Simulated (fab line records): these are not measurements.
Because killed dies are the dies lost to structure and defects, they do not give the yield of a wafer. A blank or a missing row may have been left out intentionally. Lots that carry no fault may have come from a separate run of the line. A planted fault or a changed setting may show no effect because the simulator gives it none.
fab line records	flow sky130
[record] lots = 12	wafers = 33	lastDay = 50
route steps=708 shown NWELL@34 VT_ADJUST_LVTN@106 SONOS_ONO@182 POLY_GATE@231
lots that met no fault: taken from a fault-free run of the same line
startH: start of the lot's first displayed wafer, in hours after the record's first day	waitH: hours from the lot's prior step to this one	" as in the row above	L1.1+2: a single row standing in for several wafers	- no value, or no start was given	* or withheld: withheld	< > ~ a bound
route shown NAME@n: names a module that has steps shown in the file, with the first one's number in the route	usual: average and standard deviation across the fault-free wafers	same: alike in all rows	chamber/n: place in a boat	sites: each site's reading	_std_site: the values' standard deviation	_edge_site: outer sites' mean less inner sites'	radiusMm: how far each site lies from the wafer's centre	mask NAME#n: copy n	behind: the last tool/chamber to shape the wafer	hold: what put the lot on hold/how long, in hours/how the hold closed	device: which transistor (n, p or np) failed to switch	end of line: tests run on the same wafers once the route is complete	step lacking rows: just its recipe	killed: at the first sort, the dies lost to defects and structure; wafer yield is something else	map: per-die view of a wafer (x killed, . not killed, _ where there is no die)
set.NAME: setting as actually run; set.NAME@STEP: the setting as run at that earlier step	model.NAME: the simulator's own value behind a step, which no gauge read
the route's steps for a sample of lots (tables are steps, rows are wafers)
services: when a tool's chamber went out of use (startH, in hours from the record's first day, below 0 if earlier), for how many hours, and the reason
[[steps]]
[step SKY_NWELL_THK_MEAS_02]
[recipe] reads = SiO2_of_NWELL_OXIDATION_01
[usual] NWELL_OXIDATION_THK = 10.18/0.18
lot.wafer	tool	chamber	startH	waitH	NWELL_OXIDATION_THK[nm]
L996.1	filmMetro-02	-	40.21	0.0	10.37
L996.4	"	-	"	"	10.29
L996.6	"	-	"	"	10.23
L999.2	filmMetro-03	-	60.04	0.0	10.24
L999.3	"	-	"	"	10.17
L999.5	"	-	"	"	10.09
L100.1	filmMetro-04	-	65.78	0.0	10.40
L100.3	"	-	"	"	10.27
L100.5	"	-	"	"	10.47
L104.1	filmMetro-03	-	93.50	0.0	10.18
L104.4	"	-	"	"	10.16
L104.5	"	-	"	"	10.21
L105.2	filmMetro-03	-	96.42	0.0	10.20
L105.3	"	-	"	"	10.48
L105.5	"	-	"	"	10.40
L106.2	filmMetro-03	-	101.41	0.0	10.00
L106.3	"	-	"	"	10.11
L106.4	"	-	"	"	9.97
L109.4	filmMetro-02	-	108.39	0.0	10.22
L109.6	"	-	"	"	10.31
L111.2	filmMetro-02	-	122.07	0.0	10.29
L111.6	"	-	"	"	10.43
L113.1	filmMetro-03	-	130.12	0.0	10.37
L113.2	"	-	"	"	10.33
L114.2	filmMetro-04	-	139.53	0.0	10.06
L114.4	"	-	"	"	9.83
L114.5	"	-	"	"	9.94
L116.1	filmMetro-02	-	148.73	0.0	10.28
L116.3	"	-	"	"	10.45
L116.4	"	-	"	"	10.64
L118.2	filmMetro-02	-	157.55	0.0	9.94
L118.5	"	-	"	"	10.11
L118.6	"	-	"	"	10.13
[step SKY_VT_ADJUST_LVTN_STRIP_09]
[recipe] chemistry = O2/N2	powerW = 1400	pressureMtorr = 1500	platenTempC = withheld	o2FlowSccm = 3000	n2FlowSccm = 300	overashFraction = 0.5
[usual] drypumpMotorCurrentA = 5.5/0.61	oesProductAu = 0.721/0.0047	stripTimeToEndpointS = 36.91/0.097
lot.wafer	tool	chamber	startH	waitH	drypumpMotorCurrentA	oesProductAu	rfHoursCounterH	stripTimeToEndpointS
L996.1	plasmaAsher-03	0	145.85	0.1	4.8	0.728	48	36.98
L996.4	"	0	"	"	4.8	0.719	-	37.00
L996.6	"	1	"	"	5.9	0.731	-	37.03
L999.2	plasmaAsher-03	1	168.93	0.1	5.8	0.723	51	36.85
L999.3	"	0	"	"	4.8	0.726	-	36.88
L999.5	"	1	"	"	5.8	0.716	-	36.99
L100.1	plasmaAsher-03	1	177.28	0.1	5.9	0.711	52	36.91
L100.3	"	1	"	"	5.9	0.718	-	36.78
L100.5	"	0	"	"	4.8	0.727	-	36.92
L104.1	plasmaAsher-04	0	211.52	0.1	4.9	0.720	9	37.10
L104.4	"	0	"	"	4.8	0.732	-	37.15
L104.5	"	1	"	"	6.2	0.717	-	37.05
L105.2	plasmaAsher-01	0	214.82	0.1	5.2	0.726	39	37.01
L105.3	"	0	"	"	5.2	0.727	-	37.06
L105.5	"	1	"	"	6.3	0.729	-	36.94
L106.2	plasmaAsher-04	1	222.80	0.1	6.2	0.728	10	37.02
L106.3	"	0	"	"	4.9	0.730	-	36.90
L106.4	"	1	"	"	6.2	0.724	-	37.03
L109.4	plasmaAsher-04	1	231.58	0.1	6.2	0.721	-	36.93
L109.6	"	0	"	"	4.8	0.724	-	36.92
L111.2	plasmaAsher-04	0	249.15	0.1	4.9	0.711	13	36.91
L111.6	"	1	"	"	6.2	0.726	-	36.91
L113.1	plasmaAsher-04	1	257.67	0.1	6.2	0.721	14	36.91
L113.2	"	0	"	"	4.9	0.721	14	36.92
L114.2	plasmaAsher-04	0	272.40	0.1	4.8	0.718	15	36.89
L114.4	"	1	"	"	6.2	0.729	-	36.90
L114.5	"	0	"	"	4.9	0.729	-	36.90
L116.1	plasmaAsher-04	0	283.87	0.1	4.9	0.723	17	36.83
L116.3	"	0	"	"	4.9	0.720	-	36.88
L116.4	"	1	"	"	6.2	0.723	-	36.84
L118.2	plasmaAsher-01	0	293.88	0.1	5.1	0.725	47	36.76
L118.5	"	1	"	"	6.3	0.725	-	36.80
L118.6	"	0	"	"	5.1	0.722	-	36.89
[step SKY_SONOS_ONO_OVL_MEAS_14]
[usual] SONOS_ONO_OVL = -0.5/1.2
lot.wafer	tool	chamber	startH	waitH	SONOS_ONO_OVL[nm]
L996.1	overlay-01	-	283.45	0.1	0.2
L996.4	"	-	"	"	-1.5
L996.6	"	-	"	"	0.3
L999.2	overlay-02	-	311.86	0.1	-0.7
L999.3	"	-	"	"	-0.5
L999.5	"	-	"	"	0.1
L100.1	overlay-01	-	324.42	0.1	-1.2
L100.3	"	-	"	"	-2.9
L100.5	"	-	"	"	-1.7
L104.1	overlay-02	-	372.90	0.1	-2.9
L104.4	"	-	"	"	-2.5
L104.5	"	-	"	"	-2.9
L105.2	overlay-02	-	373.50	0.1	0.3
L105.3	"	-	"	"	-2.9
L105.5	"	-	"	"	0.0
L106.2	overlay-02	-	385.65	0.1	0.0
L106.3	"	-	"	"	1.6
L106.4	"	-	"	"	-1.6
L109.4	overlay-02	-	391.96	0.1	-0.5
L109.6	"	-	"	"	-0.7
L111.2	overlay-01	-	412.06	0.1	-1.0
L111.6	"	-	"	"	0.6
L113.1	overlay-01	-	422.12	0.1	-0.7
L113.2	"	-	"	"	0.9
L114.2	overlay-01	-	442.66	0.1	0.2
L114.4	"	-	"	"	1.2
L114.5	"	-	"	"	1.7
L116.1	overlay-01	-	457.50	0.1	-1.6
L116.3	"	-	"	"	-2.3
L116.4	"	-	"	"	-0.8
L118.2	overlay-02	-	467.12	0.1	-0.3
L118.5	"	-	"	"	-0.2
L118.6	"	-	"	"	1.0
[step SKY_POLY_GATE_ETCH_17]
[recipe] targetDepthNm = 180	stopOn = SiO2	overEtchFrac = 0.56667	chemistry = HBr/Cl2	target = poly-Si	icpW = 400	biasW = 100	pressureMtorr = 10	HBr_flow_sccm = 150	Cl2_flow_sccm = 50	timeS = 70.5
[usual] biasW = 99.98/0.3	drypumpMotorCurrentA = 5.8/0.43	oesProductAu = 0.986/0.007	runLengthS = 98.7/0.36	throttleValvePct = 33.684/0.0088
lot.wafer	tool	chamber	startH	waitH	biasW	drypumpMotorCurrentA	oesProductAu	rfHoursCounterH	runLengthS	throttleValvePct
L996.1	rieSi-02	3	376.83	0.0	100.11	6.3	0.982	5	98.8	33.677
L996.4	"	2	"	"	100.21	5.1	0.973	3	98.6	33.682
L996.6	"	3	"	"	99.85	6.3	0.977	-	99.1	33.682
L999.2	rieSi-01	2	415.58	0.0	100.14	5.9	0.980	2	98.3	33.683
L999.3	"	3	"	"	100.45	5.9	0.981	3	98.7	33.678
L999.5	"	2	"	"	100.30	5.9	0.968	-	98.6	33.682
L100.1	rieSi-01	0	430.60	0.0	100.26	6.3	0.997	2	98.5	33.667
L100.3	"	3	"	"	99.53	5.9	0.983	3	98.4	33.682
L100.5	"	3	"	"	100.17	5.9	0.980	-	99.0	33.671
L104.1	rieSi-02	2	472.62	0.0	99.58	5.1	0.986	4	98.4	33.684
L104.4	"	1	"	"	99.78	5.8	0.991	0	98.5	33.678
L104.5	"	1	"	"	99.70	5.7	0.992	-	98.7	33.671
L105.2	rieSi-01	1	473.50	0.0	100.20	5.9	0.989	1	98.0	33.688
L105.3	"	0	"	"	99.69	6.4	0.988	2	98.5	33.681
L105.5	"	2	"	"	99.80	5.9	0.993	-	98.7	33.688
L106.2	rieSi-01	2	485.23	0.0	100.29	5.9	0.987	3	98.4	33.678
L106.3	"	0	"	"	99.95	6.4	0.987	2	98.3	33.682
L106.4	"	3	"	"	100.14	5.9	0.987	3	98.6	33.690
L109.4	rieSi-01	0	496.20	0.0	99.94	6.3	0.989	2	98.3	33.681
L109.6	"	2	"	"	99.83	5.9	0.879	-	113.7	33.686
L111.2	rieSi-01	0	510.73	0.0	100.07	6.4	0.862	2	113.8	33.692
L111.6	"	1	"	"	99.61	5.8	0.863	-	113.4	33.687
L113.1	rieSi-01	1	525.48	0.0	100.23	5.9	0.985	1	98.6	33.685
L113.2	"	3	"	"	100.05	5.9	0.861	4	113.8	33.671
L114.2	rieSi-02	1	542.93	0.0	99.86	5.8	0.980	1	99.0	33.691
L114.4	"	2	"	"	99.74	5.1	0.989	4	98.5	33.678
L114.5	"	2	"	"	99.75	5.1	0.989	-	98.6	33.691
L116.1	rieSi-02	0	557.48	0.0	100.31	5.1	0.973	7	99.0	33.687
L116.3	"	3	"	"	100.40	6.3	0.984	6	99.1	33.691
L116.4	"	0	"	"	100.00	5.1	0.983	-	98.8	33.703
L118.2	rieSi-02	0	567.67	0.0	99.58	5.1	0.992	7	99.5	33.701
L118.5	"	1	"	"	100.15	5.8	0.984	-	99.1	33.685
L118.6	"	0	"	"	99.67	5.1	0.983	-	99.1	33.679
[step SKY_POLY_GATE_STRIP_18]
[recipe] chemistry = O2/N2	powerW = 1400	pressureMtorr = 1500	platenTempC = withheld	o2FlowSccm = 3000	n2FlowSccm = 300	overashFraction = 0.5
[usual] drypumpMotorCurrentA = 5.7/0.59	oesProductAu = 0.361/0.0048	stripTimeToEndpointS = 3.18/0.034
lot.wafer	tool	chamber	startH	waitH	drypumpMotorCurrentA	oesProductAu	rfHoursCounterH	stripTimeToEndpointS
L996.1	plasmaAsher-04	0	376.89	0.0	4.8	0.358	26	3.12
L996.4	"	0	"	"	4.9	0.360	-	3.21
L996.6	"	0	"	"	4.8	0.363	-	3.17
L999.2	plasmaAsher-04	1	415.64	0.0	6.2	0.361	32	3.22
L999.3	"	0	"	"	4.8	0.362	-	3.18
L999.5	"	0	"	"	4.8	0.360	-	3.17
L100.1	plasmaAsher-04	1	430.65	0.0	6.2	0.359	34	3.16
L100.3	"	1	"	"	6.2	0.360	-	3.19
L100.5	"	1	"	"	6.2	0.366	-	3.20
L104.1	plasmaAsher-04	1	472.68	0.0	6.2	0.366	39	3.22
L104.4	"	0	"	"	4.9	0.358	-	3.17
L104.5	"	1	"	"	6.2	0.353	-	3.17
L105.2	plasmaAsher-04	1	473.55	0.0	6.2	0.352	39	3.17
L105.3	"	0	"	"	4.9	0.372	-	3.21
L105.5	"	0	"	"	4.9	0.355	-	3.14
L106.2	plasmaAsher-01	0	485.29	0.0	5.2	0.367	63	3.18
L106.3	"	0	"	"	5.2	0.363	-	3.20
L106.4	"	1	"	"	6.3	0.357	-	3.21
L109.4	plasmaAsher-02	0	496.28	0.1	6.0	0.365	-	3.21
L109.6	"	1	"	"	5.8	0.352	-	3.00
L111.2	plasmaAsher-04	0	510.79	0.0	4.9	0.352	43	2.95
L111.6	"	1	"	"	6.2	0.348	-	2.94
L113.1	plasmaAsher-01	1	525.54	0.0	6.3	0.363	66	3.21
L113.2	"	0	"	"	5.2	0.358	66	2.92
L114.2	plasmaAsher-01	0	542.99	0.0	5.2	0.367	68	3.18
L114.4	"	0	"	"	5.2	0.358	-	3.16
L114.5	"	0	"	"	5.2	0.356	-	3.23
L116.1	plasmaAsher-01	1	557.54	0.0	6.3	0.357	69	3.14
L116.3	"	0	"	"	5.2	0.359	-	3.14
L116.4	"	1	"	"	6.3	0.364	-	3.16
L118.2	plasmaAsher-01	1	567.72	0.0	6.3	0.356	70	3.19
L118.5	"	0	"	"	5.1	0.354	-	3.16
L118.6	"	1	"	"	6.3	0.361	-	3.14
[[services]]
tool	chamber	startH	hours	kind
rieSi-01	-	126.72	5.7	repair
plasmaAsher-02	-	142.00	11.0	repair
plasmaAsher-04	-	147.76	0.4	repair
plasmaAsher-01	-	178.91	0.8	repair
plasmaAsher-01	-	191.17	1.7	repair
plasmaAsher-02	-	207.31	0.4	repair
plasmaAsher-01	-	210.35	4.4	repair
rieSi-02	2	221.11	15.6	repair
plasmaAsher-04	-	233.67	2.2	repair
plasmaAsher-02	-	235.32	1.4	repair
plasmaAsher-02	-	245.57	2.8	pm
rieSi-02	-	279.61	2.4	repair
rieSi-01	1	298.66	13.0	repair
plasmaAsher-01	-	366.47	4.3	pm
rieSi-01	3	367.79	7.2	repair
plasmaAsher-01	-	374.77	24.6	pm
plasmaAsher-01	-	399.42	15.6	pm
plasmaAsher-03	-	402.37	28.1	pm
plasmaAsher-03	-	430.47	9.0	pm
plasmaAsher-03	-	475.91	0.8	repair
rieSi-02	0	531.23	1.7	repair
rieSi-02	2	550.65	8.5	repair
rieSi-01	1	555.58	15.2	repair
rieSi-01	0	563.86	5.1	repair
[[key]]
[firstSign] step = SKY_POLY_GATE_ETCH_17	reading = runLengthS	direction = up	sigmas = 42	usual = *	struck = *
[effect] step = SKY_POLY_GATE_ETCH_17	reading = oesProductAu	direction = down	sigmas = 17	usual = 0.986	struck = 0.866
[effect] step = SKY_POLY_GATE_STRIP_18	reading = stripTimeToEndpointS	direction = down	sigmas = 6.7	usual = *	struck = *
metAt SKY_POLY_GATE_ETCH_17
struckLots L109,L111,L113
struckWafers L109.6,L111.2,L111.6,L113.2
sortLeftOut L111.2,L111.6
testerLeftOut L109,L111,L113
notActingAt SKY_NWELL_THK_MEAS_02,SKY_VT_ADJUST_LVTN_STRIP_09,SKY_SONOS_ONO_OVL_MEAS_14
onsetBetween 485.23 496.20
[fault] kind = processParameterDrift	tool = rieSi-01	chamber = -	onsetH = 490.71	steps = SKY_POLY_GATE_ETCH_17	channel = timeS	offset = *	shape = step	endH = 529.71	scope = struckWafersOnly	actsIn = *	stated = *
// testerLeftOut: of these lots the tester's yield and bins aren't shown, on N5 and GAA mostly nor the transistor test; their killed dies are dies lost to structure and defects alone, not to doping, threshold or leakage, so they don't give the yield
// sortLeftOut: the simulated sort isn't trusted on such a fault, so these wafers' sort isn't shown, and their yield isn't known
